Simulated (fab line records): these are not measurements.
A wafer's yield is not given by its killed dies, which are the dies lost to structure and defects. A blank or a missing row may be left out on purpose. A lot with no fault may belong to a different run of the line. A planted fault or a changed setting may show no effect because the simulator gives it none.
Chamber matching    flow gf180mcu    4 sister chambers for GF_V2_ETCH_17 on rie diel-04
The step etches SiO2 in C4F8/O2/Ar, stops on TiN, target depth 630 nm. 7 wafers are shown with their chamber, then 8 later ones without.

WAFERS WITH THEIR CHAMBER
wafer   chamber  oes product au (a.u.)
L668.2  0        0.848
L675.6  2        0.852
L676.1  2        0.857
L684.2  3        0.858
L684.3  1        0.859
L684.6  3        0.862
L685.2  1        0.856

WAFERS WITHOUT THEIR CHAMBER
wafer   oes product au (a.u.)
L685.5  0.856
L685.6  0.860
L688.1  0.861
L688.5  0.855
L688.6  0.855
L687.1  0.856
L687.2  0.860
L687.6  0.855

WHICH CHAMBER EACH WENT THROUGH
wafer   from the rows above           in truth
L685.5  can't be placed: 1 or 2 or 3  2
L685.6  can't be placed: 3 or 1 or 2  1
L688.1  can't be placed: 3 or 1 or 2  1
L688.5  can't be placed: 2 or 1 or 3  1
L688.6  can't be placed: 2 or 1 or 3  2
L687.1  can't be placed: 1 or 2 or 3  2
L687.2  can't be placed: 3 or 1 or 2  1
L687.6  can't be placed: 2 or 1 or 3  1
Correctly placed: 0 of 8. These rows do not allow placing 8 (true chamber among the candidates in 8). Number placed wrongly: 0.
How it was worked out, from the rows above alone: a wafer's distance from a chamber is the root of the sum, over the readings, of the square of ((its reading less the chamber's mean) divided by the reading's scatter). If the next closest chamber is less than 2 further off than the closest, the wafer can't be placed; otherwise it belongs to the closest. The mean given for a chamber averages the wafers shown for that chamber. The scatter: take each reading less its chamber's mean, square it, sum over the shown wafers, divide by the number of wafers less the number of chambers, and take the root.
